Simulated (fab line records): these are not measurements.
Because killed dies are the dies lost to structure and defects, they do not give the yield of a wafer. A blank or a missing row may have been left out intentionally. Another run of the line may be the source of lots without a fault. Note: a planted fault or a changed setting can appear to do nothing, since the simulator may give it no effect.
fab line records | flow sky130 | part 2 of 2: steps 33 to 44 of 44
record lots=5 | wafers=15 | last_day=50
route steps=708 shown VT_ADJUST_HVTP@87 VT_ADJUST_LVTN@97 VT_ADJUST_NCORE@119
lots that met no fault: from a run of the same line without faults
start_h: the number of hours between the record's first day and the start of the first shown wafer of the lot | wait_h: how many hours have passed since the lot's step before this one | " as in the row above | L1.1+2: a single row standing in for several wafers | - no value present, or no start provided | * or withheld: withheld | < > ~ a bound
route shown NAME@n: a module of which the file shows steps, and the number in the route of the first | usual: mean/standard deviation taken from wafers without a fault | same: alike in all rows | chamber/n: place in a boat | sites: per-site readings | _std_site: the standard deviation of these | _edge_site: the outer-site mean with the inner-site mean subtracted | radius_mm: how far each site lies from the wafer's centre | mask NAME#n: copy n | behind: the most recent tool/chamber to have shaped the wafer | hold: why the lot went on hold/how many hours it stayed there/how the hold came to an end | device: the transistor (n, p or np) that didn't switch | end of line: tests of these same wafers at the route's end | where a step has no rows: the recipe by itself | killed: count of dies lost to structure and defects at first sort (not the wafer's yield) | map: shows each die of a wafer: x if killed, . if not, _ if none is there
set.NAME: the run value of the setting; set.NAME@STEP: its run value at that earlier step | model.NAME: the simulator's own value behind a step, which no gauge read
lots at selected steps of the route; one table per step, one row per wafer
services: when a tool's chamber went out of use (start_h, in hours from the record's first day, below 0 if earlier), for how many hours, and the reason
## steps
# step SKY_VT_ADJUST_NCORE_DEHYDRATE_00
# recipe temp_c=200 | time_s=60
lot.wafer  | tool           | chamber | start_h | wait_h
L085.3+4+6 | litho_track-02 | 0       | 245.72  | 11.2
L091.1+4+6 | litho_track-04 | 0       | 285.56  | 11.1
L092.3+4+5 | litho_track-01 | 0       | 294.53  | 11.7
L093.3+4+5 | litho_track-02 | 0       | 298.11  | 11.5
L095.3+4+6 | litho_track-04 | 0       | 319.01  | 12.0
# step SKY_VT_ADJUST_NCORE_HMDS_01
# recipe prime_time_s=60 | prime_temp_c=120
# same prime_time_s=60
lot.wafer  | tool           | chamber | start_h | wait_h
L085.3+4+6 | litho_track-02 | 0       | 245.87  | 0.1
L091.1+4+6 | litho_track-04 | 0       | 285.71  | 0.1
L092.3+4+5 | litho_track-01 | 0       | 294.68  | 0.1
L093.3+4+5 | litho_track-02 | 0       | 298.26  | 0.1
L095.3+4+6 | litho_track-04 | 0       | 319.16  | 0.1
# step SKY_VT_ADJUST_NCORE_COAT_02
# recipe resist=NOVOLAK | spin_rpm=3000 | resist_thk_nm=1140
# usual spin_speed_rpm=3000.6/1.8
lot.wafer | tool           | chamber | start_h | wait_h | spin_speed_rpm
L085.3    | litho_track-02 | 0       | 246.02  | 0.1    | 3000.5
L085.4    | "              | 0       | "       | "      | 2999.8
L085.6    | "              | 0       | "       | "      | 3002.6
L091.1    | litho_track-04 | 0       | 285.86  | 0.1    | 2998.2
L091.4    | "              | 0       | "       | "      | 2997.4
L091.6    | "              | 0       | "       | "      | 3000.0
L092.3    | litho_track-01 | 0       | 294.83  | 0.1    | 3000.6
L092.4    | "              | 0       | "       | "      | 2998.4
L092.5    | "              | 0       | "       | "      | 3000.3
L093.3    | litho_track-02 | 0       | 298.41  | 0.1    | 2998.8
L093.4    | "              | 0       | "       | "      | 3001.2
L093.5    | "              | 0       | "       | "      | 3002.1
L095.3    | litho_track-04 | 0       | 319.31  | 0.1    | 3003.0
L095.4    | "              | 0       | "       | "      | 3001.7
L095.6    | "              | 0       | "       | "      | 3001.8
# step SKY_VT_ADJUST_NCORE_SOFTBAKE_03
# recipe temp_c=90 | time_s=60 | resist=NOVOLAK
lot.wafer  | tool           | chamber | start_h | wait_h
L085.3+4+6 | litho_track-02 | 0       | 246.17  | 0.1
L091.1+4+6 | litho_track-04 | 0       | 286.01  | 0.1
L092.3+4+5 | litho_track-01 | 0       | 294.98  | 0.1
L093.3+4+5 | litho_track-02 | 0       | 298.56  | 0.1
L095.3+4+6 | litho_track-04 | 0       | 319.46  | 0.1
# step SKY_VT_ADJUST_NCORE_EXPOSE_04
# recipe mask_id=LVTN_COMPLEMENT_THIN | na=0.6 | source_shape=conventional | sigma_outer=0.6 | polarization=unpolarized | target_cd_nm=380 | dose_mj=139
# same sigma_outer=0.6
lot.wafer  | tool             | chamber | start_h | wait_h | mask
L085.3+4+6 | iline_stepper-01 | 0       | -       | -      | LVTN_COMPLEMENT_THIN#0
L091.1+4+6 | iline_stepper-02 | 0       | -       | -      | LVTN_COMPLEMENT_THIN#0
L092.3+4+5 | iline_stepper-01 | 0       | -       | -      | LVTN_COMPLEMENT_THIN#0
L093.3+4+5 | iline_stepper-01 | 0       | -       | -      | LVTN_COMPLEMENT_THIN#0
L095.3+4+6 | iline_stepper-02 | 0       | -       | -      | LVTN_COMPLEMENT_THIN#0
# step SKY_VT_ADJUST_NCORE_PEB_05
# recipe temp_c=withheld | time_s=* | resist=NOVOLAK
lot.wafer  | tool           | chamber | start_h | wait_h
L085.3+4+6 | litho_track-04 | 0       | -       | -
L091.1+4+6 | litho_track-04 | 0       | -       | -
L092.3+4+5 | litho_track-04 | 0       | -       | -
L093.3+4+5 | litho_track-02 | 0       | -       | -
L095.3+4+6 | litho_track-01 | 0       | -       | -
# step SKY_VT_ADJUST_NCORE_DEVELOP_06
# recipe resist=NOVOLAK | developer=TMAH | develop_time_s=60 | dev_temp_c=23
lot.wafer  | tool           | chamber | start_h | wait_h
L085.3+4+6 | litho_track-04 | 0       | 257.46  | 0.1
L091.1+4+6 | litho_track-04 | 0       | 297.86  | 0.1
L092.3+4+5 | litho_track-04 | 0       | 307.16  | 0.1
L093.3+4+5 | litho_track-02 | 0       | 310.26  | 0.1
L095.3+4+6 | litho_track-01 | 0       | 332.43  | 0.1
# step SKY_VT_ADJUST_NCORE_CD_MEAS_07
# recipe target_cd_nm=380
# usual cd_nm=379.8/2.6
lot.wafer | tool      | chamber | start_h | wait_h | cd_nm
L085.3    | cd_sem-02 | -       | 257.60  | 0.1    | 376.4
L085.4    | "         | -       | "       | "      | 377.7
L085.6    | "         | -       | "       | "      | 377.0
L091.1    | cd_sem-02 | -       | 298.01  | 0.1    | 378.6
L091.4    | "         | -       | "       | "      | 379.1
L091.6    | "         | -       | "       | "      | 380.3
L092.3    | cd_sem-02 | -       | 307.30  | 0.1    | 379.8
L092.4    | "         | -       | "       | "      | 379.1
L092.5    | "         | -       | "       | "      | 378.2
L093.3    | cd_sem-01 | -       | 310.40  | 0.1    | 378.2
L093.4    | "         | -       | "       | "      | 379.0
L093.5    | "         | -       | "       | "      | 377.5
L095.3    | cd_sem-02 | -       | 332.57  | 0.1    | 378.5
L095.4    | "         | -       | "       | "      | 376.7
L095.6    | "         | -       | "       | "      | 379.2
# step SKY_VT_ADJUST_NCORE_OVL_MEAS_08
# usual VT_ADJUST_NCORE_OVL=0.7/1.6
lot.wafer | tool       | chamber | start_h | wait_h | VT_ADJUST_NCORE_OVL[nm]
L085.3    | overlay-01 | -       | 257.69  | 0.1    | -1.1
L085.4    | "          | -       | "       | "      | -1.3
L085.6    | "          | -       | "       | "      | -2.0
L091.1    | overlay-02 | -       | 298.13  | 0.1    | 1.8
L091.4    | "          | -       | "       | "      | 1.1
L091.6    | "          | -       | "       | "      | 2.4
L092.3    | overlay-01 | -       | 307.43  | 0.1    | -1.1
L092.4    | "          | -       | "       | "      | -1.7
L092.5    | "          | -       | "       | "      | -1.8
L093.3    | overlay-01 | -       | 310.50  | 0.1    | -0.2
L093.4    | "          | -       | "       | "      | -1.1
L093.5    | "          | -       | "       | "      | -1.4
L095.3    | overlay-01 | -       | 332.66  | 0.1    | 4.0
L095.4    | "          | -       | "       | "      | 3.3
L095.6    | "          | -       | "       | "      | 1.5
# step SKY_VT_ADJUST_NCORE_IMPLANT_09
# recipe species=B | energy_kev=10 | dose_cm2=2.4e+12 | tilt_deg=withheld
lot.wafer  | tool         | chamber | start_h | wait_h
L085.3+4+6 | implanter-04 | 0       | 257.77  | 0.1
L091.1+4+6 | implanter-01 | 0       | 298.16  | 0.0
L092.3+4+5 | implanter-04 | 0       | 307.50  | 0.1
L093.3+4+5 | implanter-04 | 0       | 310.57  | 0.1
L095.3+4+6 | implanter-04 | 0       | 332.73  | 0.1
# step SKY_VT_ADJUST_NCORE_STRIP_10
# recipe chemistry=O2/N2 | power_w=1400 | pressure_mtorr=1500 | platen_temp_c=withheld | o2_flow_sccm=3000 | n2_flow_sccm=300 | overash_fraction=0.5
# usual drypump_motor_current_A=5.2/0.35 | n2_flow_sccm=300.2/0.97 | oes_product_au=0.716/0.0044 | strip_time_to_endpoint_s=14.18/0.037
# same overash_fraction=0.5
lot.wafer | tool            | chamber | start_h | wait_h | drypump_motor_current_A | n2_flow_sccm | oes_product_au | rf_hours_counter_h | strip_time_to_endpoint_s
L085.3    | plasma_asher-01 | 1       | 257.90  | 0.1    | 5.0                     | 301.2        | 0.716          | -                  | 14.17
L085.4    | "               | 0       | "       | "      | 5.1                     | 300.3        | 0.720          | -                  | 14.19
L085.6    | "               | 1       | "       | "      | 5.0                     | 302.3        | 0.713          | -                  | 14.17
L091.1    | plasma_asher-02 | 1       | 298.31  | 0.1    | 5.6                     | 299.9        | 0.722          | 49                 | 14.14
L091.4    | "               | 0       | "       | "      | 4.9                     | 300.9        | 0.715          | -                  | 14.13
L091.6    | "               | 0       | "       | "      | 4.9                     | 300.2        | 0.717          | -                  | 14.11
L092.3    | plasma_asher-01 | 1       | 307.63  | 0.1    | 5.0                     | 299.9        | 0.712          | -                  | 14.16
L092.4    | "               | 0       | "       | "      | 5.1                     | 299.2        | 0.714          | -                  | 14.11
L092.5    | "               | 1       | "       | "      | 5.0                     | 300.0        | 0.713          | -                  | 14.15
L093.3    | plasma_asher-01 | 0       | 310.70  | 0.1    | 5.1                     | 299.5        | 0.715          | -                  | 14.16
L093.4    | "               | 1       | "       | "      | 5.0                     | 301.9        | 0.714          | -                  | 14.15
L093.5    | "               | 1       | "       | "      | 5.0                     | 300.5        | 0.720          | -                  | 14.16
L095.3    | plasma_asher-02 | 1       | 332.87  | 0.1    | 5.7                     | 299.1        | 0.717          | -                  | 14.23
L095.4    | "               | 0       | "       | "      | 4.9                     | 300.9        | 0.704          | -                  | 14.23
L095.6    | "               | 1       | "       | "      | 5.7                     | 300.5        | 0.718          | -                  | 14.20
# step SKY_VT_ADJUST_NCORE_TW_MEAS_11
# usual VT_ADJUST_NCORE_TW=219.8/1.1
lot.wafer | tool          | chamber | start_h | wait_h | VT_ADJUST_NCORE_TW
L085.3    | film_metro-04 | -       | 257.99  | 0.1    | 217.8
L085.4    | "             | -       | "       | "      | 219.5
L085.6    | "             | -       | "       | "      | 217.9
L091.1    | film_metro-04 | -       | 298.41  | 0.1    | 219.7
L091.4    | "             | -       | "       | "      | 220.0
L091.6    | "             | -       | "       | "      | 219.2
L092.3    | film_metro-03 | -       | 307.72  | 0.1    | 220.5
L092.4    | "             | -       | "       | "      | 221.2
L092.5    | "             | -       | "       | "      | 219.3
L093.3    | film_metro-04 | -       | 310.79  | 0.1    | 220.1
L093.4    | "             | -       | "       | "      | 219.4
L093.5    | "             | -       | "       | "      | 219.3
L095.3    | film_metro-04 | -       | 332.95  | 0.1    | 220.4
L095.4    | "             | -       | "       | "      | 220.1
L095.6    | "             | -       | "       | "      | 220.9
## services
tool             | chamber | start_h | hours | kind
iline_stepper-01 | -       | 159.97  | 4.3   | pm
implanter-01     | -       | 189.25  | 6.6   | pm
plasma_asher-04  | -       | 190.68  | 2.8   | pm
implanter-01     | -       | 202.40  | 3.2   | repair
plasma_asher-02  | -       | 203.49  | 2.8   | pm
plasma_asher-04  | -       | 219.36  | 8.6   | pm
implanter-03     | -       | 233.40  | 4.8   | pm
implanter-01     | -       | 235.23  | 2.3   | repair
iline_stepper-02 | -       | 238.53  | 1.7   | pm
plasma_asher-03  | -       | 244.97  | 11.5  | repair
plasma_asher-02  | -       | 245.44  | 9.3   | repair
implanter-03     | -       | 248.38  | 1.3   | repair
implanter-02     | -       | 264.81  | 1.3   | repair
iline_stepper-01 | -       | 278.30  | 1.7   | pm
implanter-03     | -       | 289.23  | 1.5   | repair
plasma_asher-02  | -       | 303.36  | 2.0   | repair
implanter-02     | -       | 304.23  | 2.3   | repair
implanter-04     | -       | 304.79  | 1.0   | repair
iline_stepper-01 | -       | 310.56  | 16.8  | repair
